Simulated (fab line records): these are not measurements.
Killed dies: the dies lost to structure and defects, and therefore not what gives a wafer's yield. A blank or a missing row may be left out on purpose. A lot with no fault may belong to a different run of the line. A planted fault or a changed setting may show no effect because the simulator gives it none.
Problem report, 8D (eight disciplines) form, completed by code :: flow gf180mcu :: the parts of the form that need people (team, actions taken, sign-off) are left out

== 1. PROBLEM STATEMENT ==
dose-ions-cm2 at GF_HV_LDD_IMPLANT_33 reads a mean of 8.8e+12 on 9 wafers of 3 lots; wafers without a fault read 7.5e+12 with a standard deviation of 8.7e+09. So: +99 or more standard deviations from the usual mean.
First seen on wafer L776.1, day 14 16:15, on implanter-03. The record has a number at this step for 39 wafers belonging to 13 lots. Rule for "out" (also "out of limits"): further than 4 standard deviations from the usual mean. The other wafers with a number count as sound.

== 2. WHAT IT IS, WHAT IT ISN'T ==
question: which readings at this step
is: dose-ions-cm2, faraday-current-uA
is not: -

question: which lots
is: L776, L778, L779
is not: L767, L768, L769, L773, L780, L781, L782, L785, L787, L789

question: which wafers of those lots
is: all that have a number
is not: -

question: read on which tools
is: implanter-03
is not: implanter-01, implanter-02

question: when
is: from day 14 16:15
is not: up to then (12 sound wafers); but 18 sound wafers of L780, L781, L782, L785, L787, L789 came after

== 3. WHAT RULES OUT EACH SUSPECT ==
Counting: a tool stays on the suspect list if, at a process step up to the reading, it processed all lots that are out and no sound lot following the first of them.
- implanter-03 at GF_HV_LDD_IMPLANT_33: kept. It ran every lot that is out, first L776 (day 14 16:15), and no sound lot after that; its last sound lot up to then is L769 (day 12 17:27). Out on those wafers are its own readings of dose-ions-cm2, faraday-current-uA.
Left after counting: implanter-03 at GF_HV_LDD_IMPLANT_33.

== 4. THE CAUSE (what the simulator had put in) ==
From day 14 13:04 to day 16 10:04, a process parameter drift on implanter-03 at GF_HV_LDD_IMPLANT_33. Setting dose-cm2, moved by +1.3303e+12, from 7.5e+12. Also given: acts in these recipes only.
Counting left only this tool.

== 5. THE CHAIN OF EFFECTS, in route order ==
Each row: a reading where the mean over the struck wafers with a number is more than 3 standard deviations away from the usual. Readings are gone through only where the record gives a usual standard deviation; hours: the median, over the lots, of the time from a lot's start at the first step in this table giving one to that lot's start at this step; sigmas: the change measured in usual standard deviations.
hours: 0
step: GF_HV_LDD_IMPLANT_33
reading: dose-ions-cm2
usual: 7.5e+12
on struck wafers: 8.8e+12
change: +1.3e+12
sigmas: +99 or more

hours: 0
step: GF_HV_LDD_IMPLANT_33
reading: faraday-current-uA
usual: 42.3
on struck wafers: 49.5
change: +7.2
sigmas: +8.4
It contains these process steps:
- GF_HV_LDD_IMPLANT_33
Later steps that measure or inspect, where all struck wafers having a row at the step show a number for every such reading and not one has moved that far: GF_HV_LDD_RS_MEAS_53.

== 6. WHAT WOULD HAVE CAUGHT IT SOONER ==
The fault began at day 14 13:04; the first out-of-limits reading in this record came at day 14 16:15, 3 hours later.
